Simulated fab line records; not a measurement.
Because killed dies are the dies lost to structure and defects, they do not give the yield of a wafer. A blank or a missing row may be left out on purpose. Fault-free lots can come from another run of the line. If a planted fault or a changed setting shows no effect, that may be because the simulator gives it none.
Chamber matching | flow sfq line | SFQ_TRILAYER_I0_VIA_BARC_OPEN_VIA_ETCH_046 on rie diel-01: 4 sister chambers
The step etches BARC in O2, target depth 125 nm, time 41.7 s. 7 wafers are shown with their chamber, then 7 later ones without.

## EACH WAFER AND ITS CHAMBER
wafer  | chamber | drypump motor current A (A) | rf fwd power W (W)
L348.6 | 3       | 4.8                         | 495.6
L352.5 | 2       | 5.5                         | 492.7
L359.1 | 0       | 4.8                         | 493.9
L359.2 | 1       | 5.9                         | 492.3
L359.4 | 2       | 5.6                         | 496.0
L364.4 | 1       | 5.9                         | 495.5
L364.5 | 0       | 4.8                         | 492.4

## WAFERS WHOSE CHAMBER IS MISSING
wafer  | drypump motor current A (A) | rf fwd power W (W)
L364.6 | 4.8                         | 496.7
L366.1 | 4.8                         | 492.8
L366.2 | 5.9                         | 497.1
L366.4 | 5.6                         | 495.6
L367.2 | 4.8                         | 496.2
L367.3 | 5.9                         | 496.9
L367.5 | 5.9                         | 495.6

## EACH ONE'S CHAMBER
wafer  | from the rows above     | in truth
L364.6 | can't be placed: 3 or 0 | 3
L366.1 | can't be placed: 0 or 3 | 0
L366.2 | 1                       | 1
L366.4 | 2                       | 2
L367.2 | can't be placed: 3 or 0 | 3
L367.3 | 1                       | 1
L367.5 | 1                       | 1
Correctly placed: 4 of 7. Can't be placed from these rows: 3 (the true chamber is among the candidates in 3). Number placed wrongly: 0.
How it was worked out, from the rows above alone: a wafer's distance from a chamber is the root of the sum, over the readings, of the square of ((its reading less the chamber's mean) divided by the reading's scatter). If the next closest chamber is less than 2 further off than the closest, the wafer can't be placed; otherwise it belongs to the closest. The mean given for a chamber averages the wafers shown for that chamber. The scatter: take each reading less its chamber's mean, square it, sum over the shown wafers, divide by the number of wafers less the number of chambers, and take the root.
